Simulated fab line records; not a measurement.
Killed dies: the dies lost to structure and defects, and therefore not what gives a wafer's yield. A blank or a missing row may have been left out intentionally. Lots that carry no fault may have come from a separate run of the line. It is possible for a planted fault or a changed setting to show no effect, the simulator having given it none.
Struck lot and sound lot, side by side | flow sky130 | 14 steps out of a route of 708
Sound: the wafers L330.1, L330.2, L330.6. Wafers struck: L347.1, L347.3, L347.5. At the end, the cause is stated.
Per side, at each step with rows, come the tool, then ch with its chambers, and then its first start. Under that, the readings that differ: sound wafers | struck wafers | difference of the means | sigmas: that difference in standard deviations of wafers without a fault.
alike: same words and numbers on both sides, and readings whose means sit less than 2 such deviations apart. not compared: any withheld reading, any reading some wafer has no value for, any bound like >300 that may hide the same value, and any number with overlapping values for which the record gives no deviation.
The two part at a step that has a row with sigmas, a row that says differs or no value, or rows on one side only. Non-overlapping numbers with no deviation appear without sigmas and do not part them. A reading missing from all wafers of one side parts the sides only when that side holds two or more wafers.

first, 3 steps without rows for these wafers: SKY_LDD_LDN_EXPOSE_04 (exposes mask LDNTM, target cd 700 nm); SKY_LDD_LDN_PEB_05; SKY_LDD_LDN_DEVELOP_06 (develop time 58.33 s).
SKY_LDD_LDN_OVL_MEAS_07:
  struck on overlay-01, day 30 09:25; sound on overlay-02, day 24 17:01
  alike: LDD_LDN_OVL
then, 4 steps without rows for these wafers: SKY_LDD_LDN_IMPLANT_08; SKY_LDD_LDN_IMPLANT_09; SKY_LDD_LDN_IMPLANT_10; SKY_LDD_LDN_IMPLANT_11.
SKY_LDD_LDN_STRIP_12: strips in O2/N2.
  sound on plasmaAsher-04 ch 0,1, day 24 17:39; struck on plasmaAsher-02 ch 0,1, day 30 10:03
  alike: drypumpMotorCurrentA, oesProductAu, stripTimeToEndpointS
  not compared: rfHoursCounterH
SKY_LDD_LDN_TW_MEAS_13:
  struck on filmMetro-02, day 30 10:09; sound on filmMetro-01, day 24 17:45
  alike: LDD_LDN_TW
then, 2 steps without rows for these wafers: SKY_LDD_LDN_CLEAN_14 (cleans in SC1/SC2, time 150 s); SKY_SPACER_CVD_00 (deposits Si3N4 from DCS/NH3, target thk 43.1 nm, time 740 s).
SKY_SPACER_THK_MEAS_01:
  struck on filmMetro-02, day 30 11:30; sound on filmMetro-03, day 24 19:04
reading                | sound          | struck         | difference | sigmas
SPACER_CVD_00_THK (nm) | 43.0 42.7 43.2 | 44.6 44.6 44.3 | +1.5       | +4
SKY_SPACER_ETCHBACK_02: etches Si3N4 in CH3F/O2, stops on SiO2, time 46.7 s, target depth 45 nm.
  sound on rieDiel-02 ch 2,3, day 24 19:08; struck on rieDiel-02 ch 0,2, day 30 11:34
  alike: drypumpMotorCurrentA, oesProductAu, throttleValvePct
  not compared: rfHoursCounterH

== WHERE THEY PART ==
Only at SKY_SPACER_THK_MEAS_01, as far as this record shows. Later steps at which nothing parts them and some readings are alike: SKY_SPACER_ETCHBACK_02.

WHY: what had been put in by the simulator
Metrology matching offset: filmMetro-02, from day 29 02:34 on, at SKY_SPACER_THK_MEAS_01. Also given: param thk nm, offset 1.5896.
